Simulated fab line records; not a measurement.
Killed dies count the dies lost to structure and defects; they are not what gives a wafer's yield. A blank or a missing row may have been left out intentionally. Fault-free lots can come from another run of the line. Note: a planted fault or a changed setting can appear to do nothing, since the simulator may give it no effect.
A lot that was struck, set against a sound lot | flow gf180mcu | 43 out of 602 route steps
Sound: wafers L929.1, L929.2, L929.6. The struck wafers were L939.1, L939.2, L939.4. The cause is named last.
At each step with rows: each side's tool, then ch and its chambers, then its first start. Under that, the readings that differ: sound wafers | struck wafers | difference of the means | sigmas: that difference in standard deviations of wafers without a fault.
alike: a reading whose means differ by less than 2 such deviations, as well as words and numbers matching on both sides. not compared: withheld readings; readings where some wafer has no value; bounds like >300 that might hide an equal value; numbers whose values overlap and for which the record gives no deviation.
A row with sigmas, a row that says differs or no value, or rows on one side alone: a step with any of these is where the two part. When numbers do not overlap yet have no deviation, they are printed without sigmas and do not part them. A reading missing from all wafers of one side parts the sides only when that side holds two or more wafers.

first, 2 steps without rows for these wafers: GF_DNWELL_DEVELOP_06 (develop time 60 s); GF_DNWELL_IMPLANT_07.
GF_DNWELL_STRIP_08: strips in O2/N2.
  sound on plasma_asher-04 ch 0,1, day 4 02:17; struck on plasma_asher-01 ch 0,1, day 6 07:37
  reading               | sound             | struck            | difference | sigmas
  oes_product_au (a.u.) | 0.723 0.711 0.712 | 0.728 0.721 0.735 | +0.013     | +3
  alike: drypump_motor_current_A, heater_power_w, strip_time_to_endpoint_s
  not compared: rf_hours_counter_h
GF_DNWELL_TW_MEAS_09:
  sound: film_metro-03 at day 4 02:23; struck: film_metro-04 at day 6 07:43
  reading   | sound          | struck         | difference | sigmas
  DNWELL_TW | 1363 1372 1359 | 1336 1332 1325 | -34        | -3
then, 7 steps without rows for these wafers: GF_NWELL_DEHYDRATE_00 (time 60 s); GF_NWELL_HMDS_01 (prime time 60 s); GF_NWELL_COAT_02 (resist thk 3000 nm); GF_NWELL_SOFTBAKE_03; GF_NWELL_EXPOSE_04 (exposes mask Nwell, target cd 860 nm); GF_NWELL_PEB_05; GF_NWELL_DEVELOP_06 (develop time 60 s).
GF_NWELL_OVL_MEAS_07:
  sound: overlay-01 at day 4 15:06; struck: overlay-02 at day 6 23:22
  alike: NWELL_OVL
GF_NWELL_IMPLANT_08:
  sound on implanter-02 ch 0, day 4 15:08; struck on implanter-03 ch 0, day 6 23:24
  alike: beam_on_s, dose_ions_cm2
following that, these wafers have no rows for 1 step: GF_NWELL_IMPLANT_09.
GF_NWELL_STRIP_10: strips in O2/N2.
  sound on plasma_asher-02 ch 0,1, day 4 15:26; struck on plasma_asher-03 ch 0,1, day 6 23:42
  reading            | sound       | struck      | difference | sigmas
  heater_power_w (W) | 343 399 407 | 330 306 301 | -71        | -3
  alike: drypump_motor_current_A, oes_product_au, strip_time_to_endpoint_s
  not compared: rf_hours_counter_h
GF_NWELL_TW_MEAS_11:
  sound: film_metro-02 at day 4 15:32; struck: film_metro-02 at day 7 00:02
  reading  | sound          | struck         | difference | sigmas
  NWELL_TW | 1560 1573 1579 | 1429 1426 1436 | -140       | -13
  not compared: hold
then, 6 steps without rows for these wafers: GF_LVPWELL_HMDS_01 (prime time 60 s); GF_LVPWELL_COAT_02 (resist thk 3000 nm); GF_LVPWELL_SOFTBAKE_03; GF_LVPWELL_EXPOSE_04 (exposes mask LVPWELL, target cd 600 nm); GF_LVPWELL_PEB_05; GF_LVPWELL_DEVELOP_06 (develop time 60 s).
GF_LVPWELL_OVL_MEAS_07:
  sound: overlay-02 at day 5 05:06; struck: overlay-01 at day 7 15:40
  alike: LVPWELL_OVL
then, 2 steps without rows for these wafers: GF_LVPWELL_IMPLANT_08; GF_LVPWELL_IMPLANT_09.
GF_LVPWELL_STRIP_10: strips in O2/N2.
  sound on plasma_asher-02 ch 0,1, day 5 05:26; struck on plasma_asher-04 ch 0,1, day 7 16:00
  alike: drypump_motor_current_A, heater_power_w, oes_product_au, strip_time_to_endpoint_s
  not compared: rf_hours_counter_h
GF_LVPWELL_TW_MEAS_11:
  sound: film_metro-02 at day 5 05:32; struck: film_metro-04 at day 7 16:06
  alike: LVPWELL_TW
then, 7 steps without rows for these wafers: GF_MVSD_DEHYDRATE_00 (time 60 s); GF_MVSD_HMDS_01 (prime time 60 s); GF_MVSD_COAT_02 (resist thk 3000 nm); GF_MVSD_SOFTBAKE_03; GF_MVSD_EXPOSE_04 (exposes mask MVSD, target cd 1000 nm); GF_MVSD_PEB_05; GF_MVSD_DEVELOP_06 (develop time 60 s).
GF_MVSD_OVL_MEAS_07:
  sound: overlay-01 at day 5 19:40; struck: overlay-02 at day 8 08:55
  alike: MVSD_OVL
then, 2 steps without rows for these wafers: GF_MVSD_IMPLANT_08; GF_MVSD_IMPLANT_09.
GF_MVSD_STRIP_10: strips in O2/N2.
  sound on plasma_asher-04 ch 0,1, day 5 20:00; struck on plasma_asher-02 ch 0,1, day 8 09:15
  alike: drypump_motor_current_A, heater_power_w, oes_product_au, strip_time_to_endpoint_s
  not compared: rf_hours_counter_h
GF_MVSD_TW_MEAS_11:
  sound: film_metro-04 at day 5 20:06; struck: film_metro-02 at day 8 09:21
  reading | sound          | struck         | difference | sigmas
  MVSD_TW | 1530 1530 1537 | 1572 1560 1565 | +33        | +2
then, 2 steps without rows for these wafers: GF_MVPSD_DEHYDRATE_00 (time 60 s); GF_MVPSD_HMDS_01 (prime time 60 s).
-- the record jumps here: 4 days lie between the struck wafers' starts before and after --
GF_VT_IMPLANT_RS_MEAS_47: a four-point-probe measurement.
  sound: film_metro-04 at day 9 05:32; struck: film_metro-02 at day 12 03:58
  reading           | sound             | struck            | difference | sigmas
  NWELL_RS (ohm/sq) | 489.3 488.3 488.1 | 577.9 579.6 578.5 | +90.1      | +69
  not compared: hold
GF_PASSIVATION_PROBE_99:
  sound wafers here have rows in the record (prober-02, day 30 23:31); struck ones have none

== WHERE THEY PART ==
Earliest at GF_DNWELL_STRIP_08; latest, in this record, at GF_PASSIVATION_PROBE_99.

WHY: what the simulator had put in
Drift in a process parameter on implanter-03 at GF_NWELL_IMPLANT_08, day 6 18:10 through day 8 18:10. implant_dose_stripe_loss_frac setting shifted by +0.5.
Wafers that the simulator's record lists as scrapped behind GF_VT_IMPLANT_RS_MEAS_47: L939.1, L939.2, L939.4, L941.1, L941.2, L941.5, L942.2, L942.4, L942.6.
